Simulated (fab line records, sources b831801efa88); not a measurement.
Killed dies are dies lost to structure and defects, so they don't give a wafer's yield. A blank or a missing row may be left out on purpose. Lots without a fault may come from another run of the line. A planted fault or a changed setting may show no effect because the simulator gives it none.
fab line records | flow sky130
record lots=12 wafers=36 last_day=50
route steps=708 shown FIELD_ISO@3 NWELL@34 PWDE@53 PAD_OPEN@708
lots that met no fault: from a run of the same line without faults
start_h: hours from the record's first day to the start of the lot's first wafer shown | wait_h: hours since the lot's step before | " the same as in the row above | L1.1+2: a row that stands for several wafers | - no value, or no start given | * or withheld: withheld | < > ~ a bound
route shown NAME@n: a module of which the file shows steps, and the number in the route of the first | usual: mean/standard deviation of fault-free wafers | same: alike in all rows | chamber/n: place in a boat | sites: the reading at each site | _std_site: their standard deviation | _edge_site: outer sites' mean less inner sites' | radius_mm: how far each site lies from the wafer's centre | mask NAME#n: copy n | behind: the tool/chamber that last shaped the wafer | hold: why the lot was held/for how many hours/how that ended | device: the transistor (n, p or np) that didn't switch | end of line: the same wafers' tests at the end of the route | a step without rows: its recipe alone | killed: dies lost to structure and defects at the first sort, not the wafer's yield | map: a wafer's dies, x killed, . not, _ none there
set.NAME: the setting as run; set.NAME@STEP: as run at that earlier step | model.NAME: the simulator's own value behind a step, which no gauge read
steps of the route over a sample of lots; a table a step, a row a wafer
services: from which hour (start_h, from the record's first day; less than 0 if before it) a tool's chamber was out of use, for how many hours, and why
## steps
# step SKY_FIELD_ISO_THK_MEAS_02
# recipe reads=SiO2_of_FIELD_ISO_OXIDATION_01
# usual FIELD_ISO_OXIDATION_00_THK=12.00/0.26
# columns lot.wafer tool chamber start_h wait_h FIELD_ISO_OXIDATION_00_THK[nm]
L722.3 film_metro-04 - 23.07 0.0 12.34
L722.4 " - " " 11.95
L722.6 " - " " 12.11
L723.2 film_metro-03 - 26.64 0.0 12.00
L723.3 " - " " 12.06
L723.6 " - " " 11.94
L726.3 film_metro-03 - 43.23 0.0 11.60
L726.4 " - " " 11.44
L726.5 " - " " 11.57
L727.3 film_metro-03 - 47.76 0.0 11.62
L727.5 " - " " 11.85
L727.6 " - " " 11.79
L728.1 film_metro-03 - 51.99 0.0 12.08
L728.4 " - " " 12.25
L728.5 " - " " 11.90
L729.1 film_metro-04 - 56.63 0.0 12.18
L729.4 " - " " 12.16
L729.5 " - " " 12.30
L731.1 film_metro-02 - 66.63 0.0 12.09
L731.4 " - " " 12.08
L731.5 " - " " 11.90
L732.2 film_metro-03 - 73.62 0.0 11.98
L732.5 " - " " 12.17
L732.6 " - " " 12.29
L738.2 film_metro-02 - 103.22 0.0 11.76
L738.3 " - " " 11.89
L738.5 " - " " 11.88
L739.1 film_metro-02 - 107.38 0.0 12.23
L739.2 " - " " 12.19
L739.4 " - " " 11.99
L740.2 film_metro-03 - 111.64 0.0 12.46
L740.4 " - " " 12.29
L740.6 " - " " 12.26
L742.2 film_metro-02 - 122.48 0.0 11.89
L742.4 " - " " 11.75
L742.5 " - " " 11.94
# step SKY_FIELD_ISO_ETCH_14
# recipe chemistry=N2/H2 target=BARC ion_energy_ev=200 source_w=500 bias_w=100 pressure_mtorr=30 n2_flow_sccm=100 h2_flow_sccm=200 stop_on=SiO2 time_s=45.9 target_depth_a=600
# usual drypump_motor_current_A=5.8/0.3 n2_flow_sccm=100.02/0.29 oes_product_au=0.855/0.0051 throttle_valve_pct=13.225/0.0083
# columns lot.wafer tool chamber start_h wait_h drypump_motor_current_A n2_flow_sccm oes_product_au rf_hours_counter_h throttle_valve_pct
L722.3 rie_diel-01 0 41.96 0.1 6.1 99.89 0.850 5 13.220
L722.4 " 1 " " 5.4 99.83 0.860 67 13.240
L722.6 " 0 " " 6.1 100.44 0.859 - 13.244
L723.2 rie_diel-03 2 44.24 0.1 5.6 100.21 0.848 147 13.205
L723.3 " 3 " " 6.3 100.53 0.853 161 13.219
L723.6 " 2 " " 5.6 99.73 0.853 - 13.219
L726.3 rie_diel-03 3 61.33 0.1 6.4 99.81 0.858 161 13.227
L726.4 " 0 " " 5.9 99.97 0.852 140 13.231
L726.5 " 2 " " 5.6 99.50 0.855 - 13.224
L727.3 rie_diel-01 2 65.41 0.1 5.7 99.84 0.856 1 13.223
L727.5 " 2 " " 5.7 100.36 0.848 - 13.231
L727.6 " 1 " " 5.4 99.93 0.854 - 13.211
L728.1 rie_diel-01 2 70.81 0.1 5.7 99.74 0.856 1 13.223
L728.4 " 0 " " 6.1 100.37 0.864 6 13.220
L728.5 " 2 " " 5.7 100.21 0.862 - 13.226
L729.1 rie_diel-01 1 75.36 0.1 5.4 99.95 0.858 67 13.231
L729.4 " 3 " " 6.0 100.10 0.856 65 13.218
L729.5 " 1 " " 5.4 99.88 0.859 - 13.230
L731.1 rie_diel-01 3 84.76 0.1 6.0 100.09 0.859 66 13.228
L731.4 " 1 " " 5.4 99.50 0.858 67 13.236
L731.5 " 1 " " 5.4 99.78 0.859 - 13.232
L732.2 rie_diel-01 2 92.21 0.1 5.7 100.20 0.850 2 13.212
L732.5 " 1 " " 5.4 99.75 0.859 - 13.222
L732.6 " 2 " " 5.7 100.09 0.856 - 13.225
L738.2 rie_diel-01 2 123.14 0.1 5.7 100.02 0.846 2 13.230
L738.3 " 0 " " 6.1 99.67 0.856 7 13.238
L738.5 " 0 " " 6.1 100.03 0.856 - 13.234
L739.1 rie_diel-01 0 127.38 0.1 6.1 100.22 0.852 7 13.229
L739.2 " 2 " " 5.7 99.78 0.855 2 13.234
L739.4 " 3 " " 6.0 100.08 0.846 66 13.222
L740.2 rie_diel-03 3 132.19 0.1 6.4 99.51 0.859 162 13.243
L740.4 " 1 " " 5.4 99.46 0.856 - 13.225
L740.6 " 0 " " 5.9 100.36 0.849 - 13.232
L742.2 rie_diel-04 0 144.14 0.1 5.7 100.13 0.850 96 13.222
L742.4 " 3 " " 6.0 99.59 0.854 0 13.209
L742.5 " 2 " " 5.9 100.07 0.857 - 13.235
# step SKY_NWELL_THK_MEAS_02
# recipe reads=SiO2_of_NWELL_OXIDATION_01
# usual NWELL_OXIDATION_THK=9.95/0.19
# columns lot.wafer tool chamber start_h wait_h NWELL_OXIDATION_THK[nm]
L722.3 film_metro-02 - 49.15 0.0 10.10
L722.4 " - " " 10.13
L722.6 " - " " 9.91
L723.2 film_metro-02 - 52.13 0.0 9.83
L723.3 " - " " 9.70
L723.6 " - " " 9.69
L726.3 film_metro-01 - 70.26 0.0 9.99
L726.4 " - " " 10.13
L726.5 " - " " 9.97
L727.3 film_metro-03 - 77.95 0.0 10.50
L727.5 " - " " 10.43
L727.6 " - " " 10.66
L728.1 film_metro-02 - 85.96 0.0 10.24
L728.4 " - " " 10.21
L728.5 " - " " 10.15
L729.1 film_metro-02 - 91.87 0.0 9.91
L729.4 " - " " 9.97
L729.5 " - " " 9.90
L731.1 film_metro-01 - 98.79 0.0 9.88
L731.4 " - " " 9.73
L731.5 " - " " 9.94
L732.2 film_metro-01 - 103.35 0.0 9.92
L732.5 " - " " 9.88
L732.6 " - " " 9.80
L738.2 film_metro-02 - 129.61 0.0 9.74
L738.3 " - " " 9.94
L738.5 " - " " 10.02
L739.1 film_metro-01 - 136.52 0.0 9.99
L739.2 " - " " 9.97
L739.4 " - " " 10.02
L740.2 film_metro-03 - 139.43 0.0 10.08
L740.4 " - " " 10.12
L740.6 " - " " 10.20
L742.2 film_metro-01 - 149.91 0.0 9.62
L742.4 " - " " 9.65
L742.5 " - " " 9.70
# step SKY_PWDE_IMPLANT_08
# recipe species=B energy_kev=150 dose_cm2=3.6e+12 tilt_deg=withheld
# columns lot.wafer tool chamber start_h wait_h
L722.3+4+6 implanter-01 0 81.27 0.1
L723.2+3+6 implanter-02 0 85.07 0.0
L726.3+4+5 implanter-04 0 103.52 0.1
L727.3+5+6 implanter-02 0 112.19 0.1
L727.3+5+6 implanter-02 0 112.51 0.3
L728.1+4+5 implanter-01 0 121.59 0.0
L729.1+4+5 implanter-04 0 128.27 0.0
L729.1+4+5 implanter-04 0 128.86 0.6
L731.1+4+5 implanter-04 0 135.70 0.0
L731.1+4+5 implanter-04 0 136.27 0.5
L732.2+5+6 implanter-02 0 140.82 0.0
L738.2+3+5 implanter-01 0 169.32 0.0
L739.1+2+4 implanter-04 0 175.90 0.0
L740.2+4+6 implanter-02 0 180.02 0.0
L742.2+4+5 implanter-02 0 190.80 0.0
# step SKY_PWDE_TW_MEAS_10
# usual PWDE_TW=375/4.6
# columns lot.wafer tool chamber start_h wait_h PWDE_TW
L722.3 film_metro-01 - 81.49 0.1 371
L722.4 " - " " 371
L722.6 " - " " 371
L723.2 film_metro-02 - 85.30 0.1 377
L723.3 " - " " 378
L723.6 " - " " 377
L726.3 film_metro-02 - 103.74 0.1 374
L726.4 " - " " 372
L726.5 " - " " 375
L727.3 film_metro-02 - 112.73 0.1 465
L727.5 " - " " 466
L727.6 " - " " 465
L728.1 film_metro-03 - 121.84 0.1 380
L728.4 " - " " 380
L728.5 " - " " 381
L729.1 film_metro-01 - 129.13 0.1 455
L729.4 " - " " 455
L729.5 " - " " 455
L731.1 film_metro-03 - 136.66 0.1 469
L731.4 " - " " 468
L731.5 " - " " 467
L732.2 film_metro-03 - 141.05 0.1 380
L732.5 " - " " 380
L732.6 " - " " 378
L738.2 film_metro-01 - 169.55 0.1 371
L738.3 " - " " 370
L738.5 " - " " 369
L739.1 film_metro-03 - 176.15 0.1 377
L739.2 " - " " 379
L739.4 " - " " 377
L740.2 film_metro-02 - 180.26 0.1 373
L740.4 " - " " 372
L740.6 " - " " 373
L742.2 film_metro-02 - 191.03 0.1 373
L742.4 " - " " 373
L742.5 " - " " 374
# step SKY_NWELL_RS_MEAS_31
# recipe thk_meas_gauge=four-point-probe
# usual PWDE_RS=5274/19
# columns lot.wafer tool chamber start_h wait_h PWDE_RS[ohm/sq]
L722.3 film_metro-01 - 116.99 0.1 5275
L722.4 " - " " 5275
L722.6 " - " " 5266
L723.2 film_metro-03 - 121.53 0.1 5241
L723.3 " - " " 5245
L723.6 " - " " 5239
L726.3 film_metro-02 - 142.65 0.1 5282
L726.4 " - " " 5271
L726.5 " - " " 5282
L727.3 film_metro-01 - 152.21 0.1 3118
L727.5 " - " " 3112
L727.6 " - " " 3114
L728.1 film_metro-01 - 161.35 0.1 5287
L728.4 " - " " 5281
L728.5 " - " " 5279
L729.1 film_metro-01 - 170.07 0.1 3125
L729.4 " - " " 3115
L729.5 " - " " 3122
L731.1 film_metro-03 - 175.66 0.1 3122
L731.4 " - " " 3111
L731.5 " - " " 3115
L732.2 film_metro-01 - 190.22 0.1 5306
L732.5 " - " " 5302
L732.6 " - " " 5307
L738.2 film_metro-02 - 212.07 0.1 5263
L738.3 " - " " 5277
L738.5 " - " " 5267
L739.1 film_metro-03 - 219.65 0.1 5310
L739.2 " - " " 5298
L739.4 " - " " 5315
L740.2 film_metro-03 - 224.48 0.1 5289
L740.4 " - " " 5279
L740.6 " - " " 5273
L742.2 film_metro-03 - 237.14 0.1 5282
L742.4 " - " " 5281
L742.5 " - " " 5291
# step SKY_PAD_OPEN_PROBE_99
# usual killed_at_M0_to_M3=43/6.5 killed_at_M4_up=3/1.7 killed_at_contacts=25/5.1 killed_at_front_end=15/3.8 killed_at_other=0.2/0.45 killed_dies=86/8.8 killed_open=47/6.7 killed_short=39/6
# same gross_dies=492 killed_at_back_side=0
# columns lot.wafer tool chamber start_h wait_h killed_at_M0_to_M3 killed_at_M4_up killed_at_contacts killed_at_front_end killed_at_other killed_dies killed_open killed_short
L723.2 prober-01 - 1101.58 0.1 48 1 18 17 0 84 43 41
L723.3 prober-01 - 1101.63 0.2 51 4 19 13 0 87 45 42
L723.6 prober-01 - 1101.78 0.2 40 3 32 22 0 97 56 41
L727.3 prober-01 - 1124.35 0.2 50 1 28 10 0 89 47 42
L727.5 prober-01 - 1124.45 0.2 44 0 25 16 0 85 42 43
L727.6 prober-01 - 1124.50 0.2 48 1 22 10 0 81 49 32
L729.1 prober-02 - 1155.16 0.1 40 3 37 13 0 93 53 40
L729.4 prober-02 - 1155.31 0.2 42 1 25 16 0 84 54 30
L729.5 prober-02 - 1155.36 0.2 45 5 23 18 1 92 48 44
L731.1 prober-01 - 1159.34 0.1 39 3 17 20 0 79 42 37
L731.4 prober-01 - 1159.49 0.2 33 2 26 11 0 72 43 29
L731.5 prober-01 - 1159.54 0.2 33 2 21 11 0 67 36 31
L738.2 prober-01 - 1177.12 0.1 43 1 23 14 0 81 53 28
L738.3 prober-01 - 1177.17 0.2 35 2 30 15 0 82 43 39
L738.5 prober-01 - 1177.27 0.2 41 5 23 17 0 86 49 37
L740.2 prober-02 - 1186.31 0.1 49 7 24 11 1 92 56 36
L740.4 prober-02 - 1186.41 0.2 49 5 21 14 1 90 56 34
L740.6 prober-02 - 1186.51 0.2 44 4 28 8 0 84 38 46
L742.2 prober-02 - 1198.01 0.1 45 2 22 19 0 88 35 53
L742.4 prober-02 - 1198.11 0.2 59 2 21 13 1 96 50 46
L742.5 prober-02 - 1198.16 0.2 38 2 24 22 0 86 50 36
# killed by level:class
L723.2 VIA1:geometric_particle:open=13 METAL2:geometric_particle:short=10 LI_CONTACT:geometric_particle:open=7 VIA1:geometric_particle:short=6 VIA2:geometric_particle:open=6 POLY_GATE:geometric_particle:open=5 VIA3:geometric_particle:open=5 LOCAL_INTERCONNECT:geometric_particle:short=4
L723.3 VIA1:geometric_particle:open=14 METAL1:geometric_particle:short=9 CONTACT:geometric_particle:open=8 FIELD_ISO:geometric_particle:short=6 VIA2:geometric_particle:open=6 METAL2:geometric_particle:short=6 VIA3:geometric_particle:open=5 LOCAL_INTERCONNECT:geometric_particle:short=4
L723.6 VIA1:geometric_particle:open=12 LI_CONTACT:geometric_particle:open=9 CONTACT:geometric_particle:open=8 FIELD_ISO:geometric_particle:open=6 POLY_GATE:geometric_particle:short=6 LOCAL_INTERCONNECT:geometric_particle:short=6 VIA1:geometric_particle:short=5 POLY_GATE:geometric_particle:open=4
L727.3 CONTACT:geometric_particle:open=16 VIA1:geometric_particle:open=7 VIA1:geometric_particle:short=6 METAL2:geometric_particle:short=5 METAL1:geometric_particle:short=5 VIA2:geometric_particle:open=5 VIA3:geometric_particle:open=5 POLY_GATE:geometric_particle:short=4
L727.5 CONTACT:geometric_particle:open=12 VIA1:geometric_particle:short=7 VIA2:geometric_particle:open=6 METAL2:geometric_particle:short=6 LI_CONTACT:geometric_particle:open=5 METAL1:geometric_particle:short=5 VIA3:geometric_particle:open=5 VIA3:geometric_particle:short=5
L727.6 CONTACT:geometric_particle:open=13 VIA1:geometric_particle:open=12 VIA3:geometric_particle:open=8 VIA1:geometric_particle:short=6 METAL2:geometric_particle:short=6 FIELD_ISO:geometric_particle:open=5 VIA2:geometric_particle:open=5 METAL1:geometric_particle:short=4
L729.1 LI_CONTACT:geometric_particle:open=11 CONTACT:geometric_particle:open=10 VIA1:geometric_particle:open=10 VIA3:geometric_particle:open=8 LI_CONTACT:geometric_particle:short=6 VIA2:geometric_particle:open=6 METAL1:geometric_particle:short=6 LOCAL_INTERCONNECT:geometric_particle:short=5
L729.4 VIA1:geometric_particle:open=14 VIA2:geometric_particle:open=8 CONTACT:geometric_particle:open=7 VIA3:geometric_particle:open=6 FIELD_ISO:geometric_particle:open=5 LI_CONTACT:geometric_particle:open=5 POLY_GATE:geometric_particle:short=4 LOCAL_INTERCONNECT:geometric_particle:open=4
L729.5 CONTACT:geometric_particle:open=10 METAL1:geometric_particle:short=8 METAL2:geometric_particle:short=8 VIA3:geometric_particle:open=7 LI_CONTACT:geometric_particle:open=6 VIA1:geometric_particle:open=6 VIA2:geometric_particle:open=5 SPACER:geometric_particle:short=5
L731.1 CONTACT:geometric_particle:open=7 VIA1:geometric_particle:short=6 VIA1:geometric_particle:open=6 METAL2:geometric_particle:short=6 VIA3:geometric_particle:open=6 FIELD_ISO:geometric_particle:open=5 POLY_GATE:geometric_particle:short=5 POLY_GATE:geometric_particle:open=5
L731.4 VIA1:geometric_particle:open=10 LI_CONTACT:geometric_particle:open=8 CONTACT:geometric_particle:open=8 LOCAL_INTERCONNECT:geometric_particle:short=5 VIA3:geometric_particle:open=5 FIELD_ISO:geometric_particle:open=4 LI_CONTACT:geometric_particle:short=4 METAL1:geometric_particle:short=4
L731.5 CONTACT:geometric_particle:open=9 VIA1:geometric_particle:open=8 METAL1:geometric_particle:short=6 POLY_GATE:geometric_particle:open=4 LOCAL_INTERCONNECT:geometric_particle:short=4 CONTACT:geometric_particle:short=4 METAL1:geometric_particle:open=4 VIA2:geometric_particle:open=4
L738.2 CONTACT:geometric_particle:open=10 VIA1:geometric_particle:open=9 VIA3:geometric_particle:open=7 POLY_GATE:geometric_particle:open=6 VIA2:geometric_particle:open=6 METAL1:geometric_particle:open=5 LI_CONTACT:geometric_particle:open=4 LOCAL_INTERCONNECT:geometric_particle:short=4
L738.3 CONTACT:geometric_particle:open=12 VIA1:geometric_particle:open=9 LI_CONTACT:geometric_particle:open=8 POLY_GATE:geometric_particle:short=5 METAL1:geometric_particle:short=5 VIA2:geometric_particle:open=5 LI_CONTACT:geometric_particle:short=4 METAL2:geometric_particle:short=4
L738.5 CONTACT:geometric_particle:open=10 VIA1:geometric_particle:open=10 LI_CONTACT:geometric_particle:open=8 METAL2:geometric_particle:short=7 POLY_GATE:geometric_particle:open=7 METAL1:geometric_particle:short=5 VIA1:geometric_particle:short=5 VIA3:geometric_particle:short=5
L740.2 VIA1:geometric_particle:open=18 CONTACT:geometric_particle:open=10 LI_CONTACT:geometric_particle:open=6 METAL4:geometric_particle:short=6 LI_CONTACT:geometric_particle:short=5 VIA2:geometric_particle:open=5 VIA2:geometric_particle:short=5 VIA3:geometric_particle:open=4
L740.4 VIA1:geometric_particle:open=16 CONTACT:geometric_particle:open=9 POLY_GATE:geometric_particle:open=7 METAL2:geometric_particle:short=6 METAL1:geometric_particle:short=6 LI_CONTACT:geometric_particle:open=6 VIA2:geometric_particle:open=6 VIA3:geometric_particle:open=6
L740.6 VIA1:geometric_particle:open=11 CONTACT:geometric_particle:open=9 VIA2:geometric_particle:open=7 CONTACT:geometric_particle:short=7 VIA1:geometric_particle:short=7 LOCAL_INTERCONNECT:geometric_particle:short=5 METAL1:geometric_particle:short=5 LI_CONTACT:geometric_particle:short=4
L742.2 FIELD_ISO:geometric_particle:short=9 METAL2:geometric_particle:short=9 VIA1:geometric_particle:open=8 LOCAL_INTERCONNECT:geometric_particle:short=7 METAL1:geometric_particle:short=7 CONTACT:geometric_particle:open=6 CONTACT:geometric_particle:short=5 VIA1:geometric_particle:short=4
L742.4 VIA1:geometric_particle:open=20 VIA2:geometric_particle:open=8 LOCAL_INTERCONNECT:geometric_particle:short=7 VIA1:geometric_particle:short=6 METAL1:geometric_particle:short=5 LI_CONTACT:geometric_particle:open=5 VIA2:geometric_particle:short=5 CONTACT:geometric_particle:open=4
L742.5 CONTACT:geometric_particle:open=12 VIA1:geometric_particle:open=9 LI_CONTACT:geometric_particle:open=8 METAL2:geometric_particle:short=8 FIELD_ISO:geometric_particle:short=6 METAL1:geometric_particle:short=6 POLY_GATE:geometric_particle:open=4 VIA3:geometric_particle:open=4
## services
# columns tool chamber start_h hours kind
implanter-04 - 31.53 1.5 repair
rie_diel-04 1 32.49 2.6 repair
rie_diel-03 0 37.99 3.3 repair
rie_diel-03 2 48.77 2.3 repair
implanter-02 - 52.53 2.7 repair
rie_diel-03 3 87.04 3.5 repair
rie_diel-04 - 87.86 2.8 pm
rie_diel-03 3 94.69 11.5 repair
rie_diel-04 3 102.89 14.0 repair
rie_diel-03 2 103.62 49.9 repair
implanter-01 - 106.53 5.2 repair
rie_diel-04 3 116.92 - clean
rie_diel-03 - 121.66 0.4 repair
implanter-01 - 128.07 3.1 repair
rie_diel-03 1 133.17 6.8 repair
implanter-02 - 147.51 7.2 pm
implanter-01 - 150.22 2.8 pm
rie_diel-03 3 153.57 - clean
rie_diel-03 3 153.57 21.7 scheduled_down
rie_diel-03 3 153.57 21.7 vent_cycle
implanter-01 - 158.69 2.1 repair
rie_diel-03 2 184.29 - clean
rie_diel-03 2 184.29 12.5 scheduled_down
rie_diel-03 2 184.29 12.5 vent_cycle
## key
first_sign step=SKY_PWDE_IMPLANT_08 reading=visit direction=added
effect step=SKY_PWDE_TW_MEAS_10 reading=PWDE_TW direction=up sigmas=19 usual=375 struck=463
effect step=SKY_NWELL_RS_MEAS_31 reading=PWDE_RS direction=down sigmas=99+ usual=5274 struck=3117
met_at SKY_PWDE_IMPLANT_08
struck_lots L727,L729,L731
tester_left_out L727,L729,L731
not_acting_at SKY_FIELD_ISO_THK_MEAS_02,SKY_FIELD_ISO_ETCH_14,SKY_NWELL_THK_MEAS_02
fault kind=repeated_step_whole tool=implanter-01,implanter-02,implanter-04 chamber=- onset_h=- steps=SKY_PWDE_IMPLANT_08 times=1 scope=struck_lots_only
# tester_left_out: of these lots the tester's yield and bins aren't shown, on N5 and GAA mostly nor the transistor test; their killed dies are dies lost to structure and defects alone, not to doping, threshold or leakage, so they don't give the yield
